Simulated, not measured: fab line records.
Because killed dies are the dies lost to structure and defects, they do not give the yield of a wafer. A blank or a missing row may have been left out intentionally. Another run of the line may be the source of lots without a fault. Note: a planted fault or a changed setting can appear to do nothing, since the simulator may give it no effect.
fab line records	flow sky130
[record] lots = 6	wafers = 18	last-day = 50
route steps=708 shown VIA1@473 METAL2@483 PAD_OPEN@708
lots untouched by any fault: they come from a run of this same line in which no faults occurred
start-h: hours from the record's opening day to when the first of the lot's shown wafers began	wait-h: hours elapsed since this lot's preceding step	" unchanged from the row above	L1.1+2: a single row standing in for several wafers	- no value present, or no start provided	* or withheld: withheld	< > ~ a bound
route shown NAME@n: NAME is a module with steps in the file, n the number in the route of the first one	usual: mean/standard deviation of fault-free wafers	same: alike in all rows	chamber/n: place in a boat	sites: per-site readings	_std_site: standard deviation across them	_edge_site: the outer-site mean with the inner-site mean subtracted	radius-mm: for every site, how far away it sits from the centre of the wafer	mask NAME#n: copy n	behind: the tool/chamber that last shaped the wafer	hold: why the lot went on hold/how many hours it stayed there/how the hold came to an end	device: the n, p or np transistor that did not switch	end of line: tests run on the same wafers once the route is complete	a step given without rows: its recipe and nothing more	killed: dies that structure and defects cost at the first sort, which is not the same as the wafer's yield	map: a wafer's dies, marking killed ones x, the rest . and places with no die _
set.NAME: the setting the step ran with; set.NAME@STEP: the setting that earlier step ran with	model.NAME: the simulator's own value behind a step, which no gauge read
certain route steps with their lots: each step a table, each wafer a row
services: when a tool's chamber went out of use (start-h, in hours from the record's first day, below 0 if earlier), for how many hours, and the reason
[[steps]]
[step SKY_VIA1_ETCH_15]
[recipe] target = SiO2	chemistry = C4F8/O2/Ar	target-depth-nm = 351	stop-on = TiN	mask-material = KrF-thick	source-w = 1500	bias-w = 1200	pressure-mtorr = 40	c4f8-flow-sccm = withheld	O2_flow_sccm = 6	Ar_flow_sccm = 300	time-s = 54
[usual] oes-product-au = 0.981/0.0068	rf-fwd-power-W = 1485/6.2
lot.wafer	tool	chamber	start-h	wait-h	oes-product-au	rf-fwd-power-W	rf-hours-counter-h
L297.1	rie-diel-03	1	891.27	0.0	0.979	1474	15
L297.3	"	0	"	"	0.980	1478	10
L297.5	"	1	"	"	0.977	1485	-
L298.1	rie-diel-02	0	897.92	0.0	0.987	1481	6
L298.3	"	2	"	"	0.977	1496	5
L298.6	"	1	"	"	0.982	1489	-
L299.2	rie-diel-03	2	900.92	0.0	0.970	1484	25
L299.4	"	0	"	"	0.986	1474	11
L299.6	"	0	"	"	0.984	1476	-
L300.1	rie-diel-03	2	907.42	0.0	0.990	1491	25
L300.3	"	0	"	"	0.989	1471	11
L300.4	"	3	"	"	0.976	1488	23
L301.1	rie-diel-03	3	913.87	0.0	0.981	1481	23
L301.2	"	2	"	"	0.979	1492	26
L301.5	"	2	"	"	0.993	1495	-
L307.2	rie-diel-01	0	955.17	0.0	0.969	1491	16
L307.3	"	1	"	"	0.976	1487	17
L307.6	"	0	"	"	0.976	1483	-
[step SKY_VIA1_STRIP_16]
[recipe] chemistry = O2/N2	power-w = 1400	pressure-mtorr = 1500	platen-temp-c = withheld	o2-flow-sccm = 3000	n2-flow-sccm = 300	overash-fraction = 0.5
[usual] drypump-motor-current-A = 6.1/0.53	oes-product-au = 0.416/0.0051	strip-time-to-endpoint-s = 4.459/0.027
lot.wafer	tool	chamber	start-h	wait-h	drypump-motor-current-A	oes-product-au	rf-hours-counter-h	strip-time-to-endpoint-s
L297.1	plasma-asher-03	0	891.32	0.0	6.6	0.413	16	4.505
L297.3	"	0	"	"	6.6	0.415	-	4.450
L297.5	"	0	"	"	6.5	0.419	-	4.488
L298.1	plasma-asher-02	1	897.97	0.0	6.0	0.416	106	4.426
L298.3	"	0	"	"	6.2	0.414	-	4.458
L298.6	"	0	"	"	6.1	0.419	-	4.452
L299.2	plasma-asher-01	0	900.97	0.0	5.0	0.413	42	4.456
L299.4	"	0	"	"	5.0	0.412	-	4.442
L299.6	"	1	"	"	6.4	0.413	-	4.422
L300.1	plasma-asher-01	1	907.46	0.0	6.5	0.429	43	4.467
L300.3	"	1	"	"	6.5	0.414	-	4.431
L300.4	"	0	"	"	5.0	0.406	-	4.463
L301.1	plasma-asher-03	1	913.92	0.0	6.3	0.414	18	4.490
L301.2	"	0	"	"	6.6	0.420	18	4.456
L301.5	"	0	"	"	6.5	0.406	-	4.447
L307.2	plasma-asher-01	1	955.22	0.0	6.4	0.419	48	4.462
L307.3	"	0	"	"	4.9	0.416	-	4.461
L307.6	"	1	"	"	6.4	0.415	-	4.478
[step SKY_VIA1_STRIP_17]
[recipe] chemistry = post-etch-residue-remover	time-s = 1200	temp-c = 72.5
[step SKY_VIA1_CLEAN_18]
[recipe] chemistry = IPA	time-s = 180	temp-c = 25
[step SKY_VIA1_CLEAN_19]
[recipe] chemistry = O3/DIW	dry = n2-spin
[step SKY_VIA1_SPUTTER_20]
[recipe] material = TiN	target-thk-nm = 20	chamber-pressure-pa = 5	power-w = 4000	time-s = 80
[usual] chamber-pressure-pa = 5.001/0.0098	throttle-valve-pct = 29.8/0.84
lot.wafer	tool	chamber	start-h	wait-h	chamber-pressure-pa	throttle-valve-pct
L297.1	pvd-sputter-04	-	891.92	0.0	4.993	28.6
L297.3	"	-	"	"	4.998	30.6
L297.5	"	-	"	"	4.998	29.5
L298.1	pvd-sputter-01	-	898.57	0.0	5.024	29.5
L298.3	"	-	"	"	4.997	30.8
L298.6	"	-	"	"	4.989	31.1
L299.2	pvd-sputter-01	-	901.63	0.0	4.996	30.9
L299.4	"	-	"	"	5.002	31.0
L299.6	"	-	"	"	4.989	31.2
L300.1	pvd-sputter-02	-	908.09	0.0	4.992	29.9
L300.3	"	-	"	"	5.001	29.1
L300.4	"	-	"	"	4.999	29.3
L301.1	pvd-sputter-04	-	914.51	0.0	5.008	28.8
L301.2	"	-	"	"	4.994	29.5
L301.5	"	-	"	"	4.991	31.5
L307.2	pvd-sputter-02	-	955.82	0.0	4.999	29.9
L307.3	"	-	"	"	5.006	29.2
L307.6	"	-	"	"	4.996	29.4
[step SKY_VIA1_CVD_21]
[recipe] material = W	target-thk-nm = 270	time-s = 80.902	temp-c = 400	pressure-torr = 40
[step SKY_VIA1_RS_MEAS_22]
[recipe] thk-meas-gauge = four-point-probe	reads = W_of_VIA1_CVD_21+TiN_of_VIA1_SPUTTER_20
[usual] VIA1_W_RS = 0.428/0.0065
lot.wafer	tool	chamber	start-h	wait-h	VIA1_W_RS[ohm/sq]
L297.1	film-metro-02	-	892.07	0.1	0.425
L297.3	"	-	"	"	0.423
L297.5	"	-	"	"	0.425
L298.1	film-metro-04	-	898.72	0.1	0.439
L298.3	"	-	"	"	0.435
L298.6	"	-	"	"	0.432
L299.2	film-metro-01	-	901.81	0.1	0.419
L299.4	"	-	"	"	0.423
L299.6	"	-	"	"	0.426
L300.1	film-metro-02	-	908.24	0.1	0.427
L300.3	"	-	"	"	0.429
L300.4	"	-	"	"	0.427
L301.1	film-metro-02	-	914.67	0.1	0.442
L301.2	"	-	"	"	0.431
L301.5	"	-	"	"	0.434
L307.2	film-metro-01	-	955.99	0.1	0.435
L307.3	"	-	"	"	0.436
L307.6	"	-	"	"	0.436
[step SKY_VIA1_THK_MEAS_23]
[recipe] thk-meas-gauge = xrf	reads = W_of_VIA1_CVD_21
[usual] VIA1_W_THK = 269/4.5
lot.wafer	tool	chamber	start-h	wait-h	VIA1_W_THK[nm]
L297.1	film-metro-02	-	892.19	0.1	275
L297.3	"	-	"	"	275
L297.5	"	-	"	"	274
L298.1	film-metro-04	-	898.84	0.1	258
L298.3	"	-	"	"	262
L298.6	"	-	"	"	263
L299.2	film-metro-01	-	901.92	0.1	272
L299.4	"	-	"	"	270
L299.6	"	-	"	"	267
L300.1	film-metro-02	-	908.36	0.1	271
L300.3	"	-	"	"	271
L300.4	"	-	"	"	272
L301.1	film-metro-02	-	914.79	0.1	263
L301.2	"	-	"	"	270
L301.5	"	-	"	"	268
L307.2	film-metro-01	-	956.10	0.1	262
L307.3	"	-	"	"	263
L307.6	"	-	"	"	262
[step SKY_VIA1_CMP_24]
[recipe] stop-on = SiO2	t-overpolish-s = 15	down-force-psi = 3.5	platen-rpm = 60	target-thk-nm = 0	pad-velocity-m-s = 0.94248
[step SKY_METAL2_SPUTTER_00]
[recipe] material = Ti	target-thk-nm = 15	power-w = 3000	time-s = 10	chamber-pressure-pa = 0.4
[usual] chamber-pressure-pa = 0.4001/0.00087	throttle-valve-pct = 30.0/1.2
lot.wafer	tool	chamber	start-h	wait-h	chamber-pressure-pa	throttle-valve-pct
L297.1	pvd-sputter-01	-	892.55	0.2	0.3996	28.7
L297.3	"	-	"	"	0.3989	30.7
L297.5	"	-	"	"	0.3999	28.8
L298.1	pvd-sputter-03	-	899.20	0.1	0.4005	31.4
L298.3	"	-	"	"	0.4010	30.2
L298.6	"	-	"	"	0.3993	30.1
L299.2	pvd-sputter-03	-	902.27	0.2	0.4008	31.0
L299.4	"	-	"	"	0.4011	31.2
L299.6	"	-	"	"	0.4005	27.8
L300.1	pvd-sputter-03	-	908.72	0.1	0.4010	30.2
L300.3	"	-	"	"	0.3996	31.3
L300.4	"	-	"	"	0.3998	27.5
L301.1	pvd-sputter-01	-	915.48	0.1	0.3998	29.7
L301.2	"	-	"	"	0.3990	31.0
L301.5	"	-	"	"	0.3994	30.6
L307.2	pvd-sputter-01	-	956.45	0.2	0.3997	30.6
L307.3	"	-	"	"	0.3992	28.8
L307.6	"	-	"	"	0.3989	28.8
[step SKY_METAL2_SPUTTER_01]
[recipe] material = TiN	target-thk-nm = 20	power-w = 6500	time-s = 16.7	chamber-pressure-pa = 0.4127
[step SKY_METAL2_SPUTTER_02]
[recipe] material = AlCu	target-thk-nm = 250	power-w = 10600	time-s = 13.3	chamber-pressure-pa = 0.4
[usual] chamber-pressure-pa = 0.4001/0.00084	throttle-valve-pct = 30.1/1.2
lot.wafer	tool	chamber	start-h	wait-h	chamber-pressure-pa	throttle-valve-pct	model.AlCu_of_METAL2_SPUTTER_02.thk-nm
L297.1	pvd-sputter-01	-	892.60	0.0	0.4000	28.9	249.1
L297.3	"	-	"	"	0.4004	30.9	249.1
L297.5	"	-	"	"	0.3997	29.1	245.9
L298.1	pvd-sputter-03	-	899.25	0.0	0.4013	31.4	242.6
L298.3	"	-	"	"	0.4009	30.3	244.3
L298.6	"	-	"	"	0.3984	30.0	245.1
L299.2	pvd-sputter-03	-	902.31	0.0	0.2582	38.6	271.4
L299.4	"	-	"	"	0.2588	39.4	266.8
L299.6	"	-	"	"	0.2601	34.7	269.7
L300.1	pvd-sputter-03	-	908.77	0.0	0.2584	37.7	270
L300.3	"	-	"	"	0.2578	39.1	268.8
L300.4	"	-	"	"	0.2586	34.2	269.1
L301.1	pvd-sputter-01	-	915.53	0.0	0.3985	29.4	252.3
L301.2	"	-	"	"	0.4002	31.2	255.1
L301.5	"	-	"	"	0.3992	30.7	253.6
L307.2	pvd-sputter-01	-	956.50	0.0	0.3978	30.8	253.6
L307.3	"	-	"	"	0.4006	28.9	251.7
L307.6	"	-	"	"	0.3991	29.0	253.1
[step SKY_METAL2_SPUTTER_03]
[recipe] material = Ti	target-thk-nm = 5	power-w = 3000	time-s = 3.3	chamber-pressure-pa = 0.4
[step SKY_METAL2_SPUTTER_04]
[recipe] material = TiN	target-thk-nm = 70	power-w = 6500	time-s = 58.3	chamber-pressure-pa = 0.4
[usual] chamber-pressure-pa = 0.3999/0.00079	throttle-valve-pct = 30.1/1.2
lot.wafer	tool	chamber	start-h	wait-h	chamber-pressure-pa	throttle-valve-pct
L297.1	pvd-sputter-01	-	892.64	0.0	0.3998	29.0
L297.3	"	-	"	"	0.4007	30.7
L297.5	"	-	"	"	0.3987	28.8
L298.1	pvd-sputter-03	-	899.29	0.0	0.4004	31.5
L298.3	"	-	"	"	0.4004	30.2
L298.6	"	-	"	"	0.4004	30.3
L299.2	pvd-sputter-03	-	902.36	0.0	0.3991	30.9
L299.4	"	-	"	"	0.3998	31.2
L299.6	"	-	"	"	0.4002	27.8
L300.1	pvd-sputter-03	-	908.81	0.0	0.3988	30.3
L300.3	"	-	"	"	0.4006	31.3
L300.4	"	-	"	"	0.3989	28.0
L301.1	pvd-sputter-01	-	915.57	0.0	0.3992	29.6
L301.2	"	-	"	"	0.3995	31.0
L301.5	"	-	"	"	0.3998	30.6
L307.2	pvd-sputter-01	-	956.55	0.0	0.4010	30.7
L307.3	"	-	"	"	0.3999	29.0
L307.6	"	-	"	"	0.3991	28.8
[step SKY_METAL2_RS_MEAS_05]
[recipe] thk-meas-gauge = four-point-probe	reads = TiN_of_METAL2_SPUTTER_04+Ti_of_METAL2_SPUTTER_03+AlCu_of_METAL2_SPUTTER_02+TiN_of_METAL2_SPUTTER_01+Ti_of_METAL2_SPUTTER_00
[usual] METAL2_ALCU_RS = 0.1269/0.0016
lot.wafer	tool	chamber	start-h	wait-h	METAL2_ALCU_RS[ohm/sq]
L297.1	film-metro-03	-	892.69	0.0	0.1274
L297.3	"	-	"	"	0.1275
L297.5	"	-	"	"	0.1294
L298.1	film-metro-01	-	899.34	0.0	0.1308
L298.3	"	-	"	"	0.1299
L298.6	"	-	"	"	0.1291
L299.2	film-metro-04	-	902.43	0.0	0.1137
L299.4	"	-	"	"	0.1159
L299.6	"	-	"	"	0.1145
L300.1	film-metro-01	-	908.86	0.0	0.1143
L300.3	"	-	"	"	0.1147
L300.4	"	-	"	"	0.1146
L301.1	film-metro-01	-	915.62	0.0	0.1253
L301.2	"	-	"	"	0.1242
L301.5	"	-	"	"	0.1247
L307.2	film-metro-01	-	956.61	0.0	0.1247
L307.3	"	-	"	"	0.1260
L307.6	"	-	"	"	0.1251
[step SKY_METAL2_THK_MEAS_06]
[recipe] thk-meas-gauge = xrf	reads = AlCu_of_METAL2_SPUTTER_02
[usual] METAL2_ALCU_THK = 247/3.2
lot.wafer	tool	chamber	start-h	wait-h	METAL2_ALCU_THK[nm]
L297.1	film-metro-03	-	892.81	0.1	249
L297.3	"	-	"	"	245
L297.5	"	-	"	"	246
L298.1	film-metro-01	-	899.46	0.1	241
L298.3	"	-	"	"	244
L298.6	"	-	"	"	242
L299.2	film-metro-04	-	902.54	0.1	270
L299.4	"	-	"	"	264
L299.6	"	-	"	"	267
L300.1	film-metro-01	-	908.98	0.1	266
L300.3	"	-	"	"	267
L300.4	"	-	"	"	266
L301.1	film-metro-01	-	915.74	0.1	250
L301.2	"	-	"	"	253
L301.5	"	-	"	"	254
L307.2	film-metro-01	-	956.72	0.1	252
L307.3	"	-	"	"	250
L307.6	"	-	"	"	254
[step SKY_METAL2_DEHYDRATE_07]
[recipe] temp-c = 200	time-s = 60
[step SKY_PAD_OPEN_PROBE_99]
[usual] defect-limited-yield = 82.4/2	killed_at_M0_to_M3 = 44/7.1	killed_at_M4_up = 3/1.6	killed-at-contacts = 24/5.4	killed-at-front-end = 15/4.7	killed-at-other = 0.3/0.51	killed-dies = 87/9.9	killed-on-rim = 17/4	killed-open = 48/7.6	killed-short = 39/6.3	sort_bin_3_pad_short = 0.9/0.39	sort_bin_5_function = 10.5/1.6	sort_bin_6_memory = 6.3/1.1	sort-n-pass = 405/9.9	sort-yield-pct = 82.4/2
[same] gross-dies = 492	killed-at-back-side = 0	sort_bin_4_leakage[%] = 0	sort_bin_8_speed[%] = 0
lot.wafer	tool	chamber	start-h	wait-h	defect-limited-yield[%]	killed_at_M0_to_M3	killed_at_M4_up	killed-at-contacts	killed-at-front-end	killed-at-other	killed-dies	killed-on-rim	killed-open	killed-short	sort_bin_3_pad_short[%]	sort_bin_5_function[%]	sort_bin_6_memory[%]	sort-n-pass	sort-yield-pct[%]	model.etest.met2.line-ohm-um	model.etest.met2.rs-ohm-sq
L297.1	prober-02	-	1153.89	0.1	81.5	46	1	29	15	0	91	16	51	40	1.4	10.2	6.9	401	81.5	0.923	0.1282
L297.3	prober-02	-	1153.99	0.2	82.1	51	1	20	14	2	88	23	52	36	1.2	11.6	5.1	404	82.1	0.9276	0.1296
L297.5	prober-02	-	1154.09	0.2	81.5	46	3	21	21	0	91	16	51	40	0.4	11.0	7.1	401	81.5	0.9793	0.1292
L298.1	prober-01	-	1155.95	0.1	83.9	41	3	20	15	0	79	15	46	33	0.6	9.3	6.1	413	83.9	0.9517	0.1328
L298.3	prober-01	-	1156.05	0.2	83.9	33	3	28	15	0	79	9	43	36	0.8	9.8	5.5	413	83.9	0.9512	0.1322
L298.6	prober-01	-	1156.20	0.2	79.5	45	3	32	21	0	101	19	55	46	0.4	13.0	7.1	391	79.5	0.9277	0.1302
L299.2	prober-02	-	1158.08	0.1	78.5	46	4	37	18	1	106	21	60	46	1.2	12.2	8.1	386	78.5	0.8102	0.1177
L299.4	prober-02	-	1158.18	0.2	85.6	28	2	21	20	0	71	15	41	30	0.4	8.9	5.1	421	85.6	0.8233	0.1206
L299.6	prober-02	-	1158.28	0.2	81.7	51	3	26	10	0	90	18	42	48	0.8	10.4	7.1	402	81.7	0.8096	0.1185
L300.1	prober-01	-	1162.33	0.1	79.3	56	0	27	19	0	102	19	54	48	1.0	12.0	7.7	390	79.3	0.8145	0.1192
L300.3	prober-01	-	1162.43	0.2	83.7	46	3	18	13	0	80	12	51	29	1.0	9.1	6.1	412	83.7	0.8231	0.1184
L300.4	prober-01	-	1162.48	0.2	82.9	48	5	23	8	0	84	20	53	31	0.6	10.0	6.5	408	82.9	0.8123	0.1191
L301.1	prober-02	-	1165.20	0.1	80.3	47	4	23	23	0	97	18	56	41	0.4	11.6	7.7	395	80.3	0.8968	0.1272
L301.2	prober-02	-	1165.25	0.1	81.1	51	7	20	15	0	93	17	47	46	1.2	10.0	7.7	399	81.1	0.9255	0.1253
L301.5	prober-02	-	1165.40	0.2	86.4	33	5	22	7	0	67	7	35	32	1.0	6.9	5.7	425	86.4	0.9382	0.1263
L307.2	prober-02	-	1196.29	0.1	83.7	50	3	19	7	1	80	12	45	35	0.4	8.3	7.5	412	83.7	0.9346	0.125
L307.3	prober-02	-	1196.34	0.2	83.5	44	1	18	18	0	81	18	45	36	0.8	8.9	6.7	411	83.5	0.9172	0.1276
L307.6	prober-02	-	1196.49	0.2	79.1	48	5	38	12	0	103	21	51	52	1.4	12.4	7.1	389	79.1	0.9119	0.1257
// killed by level:class
L297.1 CONTACT:geometric-particle:open=14 VIA1:geometric-particle:open=13 VIA2:geometric-particle:open=7 VIA1:geometric-particle:short=6 LI_CONTACT:geometric-particle:open=6 METAL2:geometric-particle:short=6 FIELD_ISO:geometric-particle:open=5 POLY_GATE:geometric-particle:short=4
L297.3 VIA1:geometric-particle:open=11 VIA3:geometric-particle:open=8 METAL1:geometric-particle:short=7 VIA1:geometric-particle:short=7 POLY_GATE:geometric-particle:open=6 CONTACT:geometric-particle:open=6 LI_CONTACT:geometric-particle:open=5 VIA2:geometric-particle:open=5
L297.5 VIA1:geometric-particle:open=11 METAL1:geometric-particle:short=8 POLY_GATE:geometric-particle:open=7 CONTACT:geometric-particle:open=7 LI_CONTACT:geometric-particle:open=5 METAL2:geometric-particle:short=5 VIA3:geometric-particle:open=5 FIELD_ISO:geometric-particle:short=4
L298.1 VIA1:geometric-particle:open=11 VIA2:geometric-particle:open=8 FIELD_ISO:geometric-particle:short=6 LI_CONTACT:geometric-particle:open=6 VIA1:geometric-particle:short=6 CONTACT:geometric-particle:open=6 FIELD_ISO:geometric-particle:open=5 VIA3:geometric-particle:open=4
L298.3 VIA1:geometric-particle:open=10 CONTACT:geometric-particle:open=8 CONTACT:geometric-particle:short=7 LOCAL_INTERCONNECT:geometric-particle:short=5 LI_CONTACT:geometric-particle:open=5 VIA2:geometric-particle:open=5 FIELD_ISO:geometric-particle:short=4 POLY_GATE:geometric-particle:open=4
L298.6 VIA1:geometric-particle:open=13 CONTACT:geometric-particle:short=10 CONTACT:geometric-particle:open=10 VIA1:geometric-particle:short=9 LI_CONTACT:geometric-particle:open=8 POLY_GATE:geometric-particle:short=4 POLY_GATE:geometric-particle:open=4 SPACER:geometric-particle:open=4
L299.2 CONTACT:geometric-particle:open=13 VIA3:geometric-particle:open=9 LI_CONTACT:geometric-particle:open=9 LOCAL_INTERCONNECT:geometric-particle:short=7 METAL1:geometric-particle:short=7 VIA1:geometric-particle:open=7 VIA1:geometric-particle:short=6 VIA2:geometric-particle:open=6
L299.4 CONTACT:geometric-particle:open=9 FIELD_ISO:geometric-particle:open=7 VIA2:geometric-particle:open=7 VIA3:geometric-particle:open=5 POLY_GATE:geometric-particle:short=4 LI_CONTACT:geometric-particle:open=4 POLY_GATE:geometric-particle:open=3 SPACER:geometric-particle:short=3
L299.6 METAL1:geometric-particle:short=11 VIA1:geometric-particle:open=9 VIA3:geometric-particle:open=9 CONTACT:geometric-particle:open=8 VIA3:geometric-particle:short=6 CONTACT:geometric-particle:short=5 LI_CONTACT:geometric-particle:open=5 LI_CONTACT:geometric-particle:short=4
L300.1 CONTACT:geometric-particle:open=13 VIA3:geometric-particle:open=12 VIA1:geometric-particle:open=10 METAL2:geometric-particle:short=7 METAL1:geometric-particle:short=6 VIA3:geometric-particle:short=5 METAL3:geometric-particle:short=5 FIELD_ISO:geometric-particle:open=4
L300.3 VIA1:geometric-particle:open=13 CONTACT:geometric-particle:open=7 VIA3:geometric-particle:open=7 VIA2:geometric-particle:open=7 FIELD_ISO:geometric-particle:open=4 FIELD_ISO:geometric-particle:short=4 METAL2:geometric-particle:short=4 VIA2:geometric-particle:short=4
L300.4 VIA1:geometric-particle:open=13 LI_CONTACT:geometric-particle:open=9 CONTACT:geometric-particle:open=7 VIA2:geometric-particle:open=6 POLY_GATE:geometric-particle:open=4 VIA3:geometric-particle:open=4 VIA1:geometric-particle:short=4 METAL2:geometric-particle:short=4
L301.1 VIA1:geometric-particle:open=11 VIA2:geometric-particle:open=10 CONTACT:geometric-particle:open=9 FIELD_ISO:geometric-particle:open=8 LI_CONTACT:geometric-particle:open=6 VIA1:geometric-particle:short=6 FIELD_ISO:geometric-particle:short=5 POLY_GATE:geometric-particle:short=5
L301.2 VIA1:geometric-particle:open=10 METAL1:geometric-particle:short=9 VIA2:geometric-particle:open=8 FIELD_ISO:geometric-particle:open=7 CONTACT:geometric-particle:open=7 METAL2:geometric-particle:short=6 METAL4:geometric-particle:short=6 VIA3:geometric-particle:open=6
L301.5 CONTACT:geometric-particle:open=10 METAL2:geometric-particle:short=7 LI_CONTACT:geometric-particle:open=6 VIA3:geometric-particle:short=5 METAL4:geometric-particle:short=5 POLY_GATE:geometric-particle:open=4 VIA1:geometric-particle:open=3 CONTACT:geometric-particle:short=3
L307.2 LI_CONTACT:geometric-particle:open=9 METAL3:geometric-particle:short=9 VIA1:geometric-particle:open=9 VIA3:geometric-particle:open=7 METAL1:geometric-particle:short=6 CONTACT:geometric-particle:open=6 VIA2:geometric-particle:open=5 METAL1:geometric-particle:open=4
L307.3 METAL2:geometric-particle:short=10 VIA1:geometric-particle:open=10 LI_CONTACT:geometric-particle:open=7 CONTACT:geometric-particle:open=7 FIELD_ISO:geometric-particle:open=6 FIELD_ISO:geometric-particle:short=6 VIA3:geometric-particle:short=6 VIA2:geometric-particle:short=5
L307.6 CONTACT:geometric-particle:open=12 LI_CONTACT:geometric-particle:open=10 VIA1:geometric-particle:open=9 CONTACT:geometric-particle:short=8 METAL2:geometric-particle:short=8 METAL1:geometric-particle:short=7 POLY_GATE:geometric-particle:short=6 VIA2:geometric-particle:open=6
[[services]]
tool	chamber	start-h	hours	kind
pvd-sputter-01	-	878.99	1.3	repair
pvd-sputter-04	-	882.69	7.0	repair
rie-diel-03	2	885.68	11.1	repair
pvd-sputter-01	-	908.66	1.5	repair
plasma-asher-02	-	923.70	1.6	repair
plasma-asher-02	-	923.72	0.9	repair
rie-diel-03	2	929.52	-	clean
rie-diel-03	2	929.52	24.4	scheduled-down
rie-diel-03	2	929.52	24.4	vent-cycle
rie-diel-02	0	932.78	5.6	repair
rie-diel-01	-	934.77	0.7	repair
pvd-sputter-04	-	941.97	3.6	repair
pvd-sputter-02	-	942.76	0.7	repair
pvd-sputter-03	2	949.25	-	consumable-replace:kit
pvd-sputter-03	2	949.25	18.0	scheduled-down
pvd-sputter-03	2	949.25	18.0	vent-cycle
[[key]]
[first-sign] step = SKY_METAL2_SPUTTER_02	reading = chamber-pressure-pa	direction = down	sigmas = 99+	usual = 0.4001	struck = 0.2586
[effect] step = SKY_METAL2_SPUTTER_02	reading = throttle-valve-pct	direction = up	sigmas = 5.9	usual = 30.1	struck = 37.3
[effect] step = SKY_METAL2_RS_MEAS_05	reading = METAL2_ALCU_RS	direction = down	sigmas = 7.9	usual = 0.1269	struck = 0.1146
[effect] step = SKY_METAL2_THK_MEAS_06	reading = METAL2_ALCU_THK	direction = up	sigmas = 6.1	usual = 247	struck = 267
[model-effect] step = SKY_METAL2_SPUTTER_02	value = AlCu_of_METAL2_SPUTTER_02.thk-nm	without = 249.8	struck = 269.3
[model-effect] step = SKY_PAD_OPEN_PROBE_99	value = etest.met2.line-ohm-um	without = 0.8814	struck = 0.8155
met-at SKY_METAL2_SPUTTER_02
struck-wafers L299.2,L299.4,L299.6,L300.1,L300.3,L300.4
onset-between 899.25 902.31
[fault] kind = process-parameter-drift	tool = pvd-sputter-03	chamber = -	onset-h = 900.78	steps = SKY_METAL2_SPUTTER_02	channel = chamber-pressure-pa	offset = -0.14162	shape = step	end-h = 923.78	acts-in = these-recipes-only	stated = 0.4
